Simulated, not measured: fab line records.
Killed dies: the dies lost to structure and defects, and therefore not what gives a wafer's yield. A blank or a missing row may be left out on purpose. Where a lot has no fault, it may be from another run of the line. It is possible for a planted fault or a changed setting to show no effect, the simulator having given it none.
Struck lot and sound lot, side by side :: flow gf180mcu :: 18 out of 602 route steps
Sound: the wafers L672.1, L672.2, L672.5. Struck: wafers L665.3, L665.5 (left out: L665.2, a lot-mate that was not struck); the cause follows at the end.
At each step with rows: each side's tool, then ch and its chambers, then its first start. Under that, the readings that differ: sound wafers :: struck wafers :: difference of the means :: sigmas: that difference in standard deviations of wafers without a fault.
alike: words and numbers the same on both sides, and readings whose means are apart by under 2 such deviations; not compared: readings that were withheld, readings missing a value for some wafer, numbers with overlapping values and no deviation given by the record, and bounds like >300 which may hide the same value.
The two part at a step that has a row with sigmas, a row that says differs or no value, or rows on one side only. Numbers that don't overlap but have no deviation are shown without sigmas and don't part them. Lack of a reading on every wafer of one side parts them only where that side has two or more wafers.

first, 2 steps without rows for these wafers: GF_CONTACT_PEB_12 (peb time 90 s); GF_CONTACT_DEVELOP_13 (develop time 60 s).
GF_CONTACT_CD_MEAS_14 targets a cd of 220 nm.
  sound on cdSem-02, day 21 00:34; struck on cdSem-01, day 18 05:53
  alike: cdNm
GF_CONTACT_OVL_MEAS_15:
  sound on overlay-02, day 21 00:41; struck on overlay-02, day 18 05:59
  alike: CONTACT_OVL
GF_CONTACT_ETCH_16: etches BARC in N2/H2.
  sound on rieDiel-03 ch 2,3, day 21 00:44; struck on rieDiel-02 ch 0,2, day 18 06:01
  alike: drypumpMotorCurrentA, h2FlowSccm, oesProductAu, throttleValvePct
GF_CONTACT_ETCH_17: etches SiO2 in C4F8/O2/Ar, stops on CoSi2, target depth 860 nm.
  sound: rieDiel-03 ch 2,3; struck: rieDiel-02 ch 0,2
  alike: oesProductAu
then, 4 steps without rows for these wafers: GF_CONTACT_STRIP_18 (strips in O2/N2); GF_CONTACT_CLEAN_19 (cleans in SPM); GF_CONTACT_CLEAN_20 (cleans in DIW); GF_CONTACT_CLEAN_21 (cleans in dHF, time 20 s).
GF_CONTACT_SPUTTER_22: material Ti, target thk 15 nm, time 80.02 s.
  sound on pvdSputter-03, day 21 01:11; struck on pvdSputter-02, day 18 06:29
  alike: chamberPressurePa, throttleValvePct
GF_CONTACT_SPUTTER_23: material TiN, target thk 10 nm, time 40 s.
  sound on pvdSputter-03, day 21 01:15; struck on pvdSputter-02, day 18 06:32
  alike: chamberPressurePa, throttleValvePct
GF_CONTACT_CVD_24: deposits W, target thk 300 nm, time 90.339 s.
  sound on cvdW-01 ch 0,1, day 21 01:17; struck on cvdW-02 ch 0,1, day 18 06:35
reading: heaterPowerW (W)
sound: 947 926 960
struck: 836 798
difference: -127
sigmas: -2

reading: model.W_of_CONTACT_CVD_24.thkNm (nm)
sound: 298.5 297.4 301.9
struck: 212.6 210.5
difference: -87.7
sigmas: 
GF_CONTACT_RS_MEAS_25: uses a four-point probe to measure.
  sound on filmMetro-03, day 21 01:23; struck on filmMetro-04, day 18 06:42
reading: CONTACT_W_RS (ohm/sq)
sound: 0.385 0.386 0.380
struck: 0.542 0.549
difference: +0.162
sigmas: +40
GF_CONTACT_THK_MEAS_26: measures by xrf.
  sound on filmMetro-03, day 21 01:31; struck on filmMetro-04, day 18 06:49
reading: CONTACT_W_THK (nm)
sound: 291 288 295
struck: 206 204
difference: -86
sigmas: -25
GF_CONTACT_CMP_27: polishes, stops on SiO2, t overpolish 15 s, target thk 0 nm.
  sound on cmp-02 ch 0,1,2, day 21 01:34; struck on cmp-01 ch 0,2, day 18 06:58
reading: timeToEndpointS (s)
sound: 75.0 72.0 73.3
struck: 52.0 46.1
difference: -24.4
sigmas: -9
  alike: motorCurrentA
GF_M1_SPUTTER_00: material Ti, target thk 37.5 nm, time 150 s.
  sound on pvdSputter-04, day 21 01:52; struck on pvdSputter-03, day 18 07:10
  alike: chamberPressurePa, throttleValvePct
then, 1 step without rows for these wafers: GF_PASSIVATION_PROBE_99.

== WHERE THEY PART ==
Last at GF_CONTACT_CMP_27 as far as this record goes, first at GF_CONTACT_CVD_24. Later steps at which nothing parts them and some readings are alike: GF_M1_SPUTTER_00.

WHY: what had been put in by the simulator
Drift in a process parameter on cvdW-02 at GF_CONTACT_CVD_24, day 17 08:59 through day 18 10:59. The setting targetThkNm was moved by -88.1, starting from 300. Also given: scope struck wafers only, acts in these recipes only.
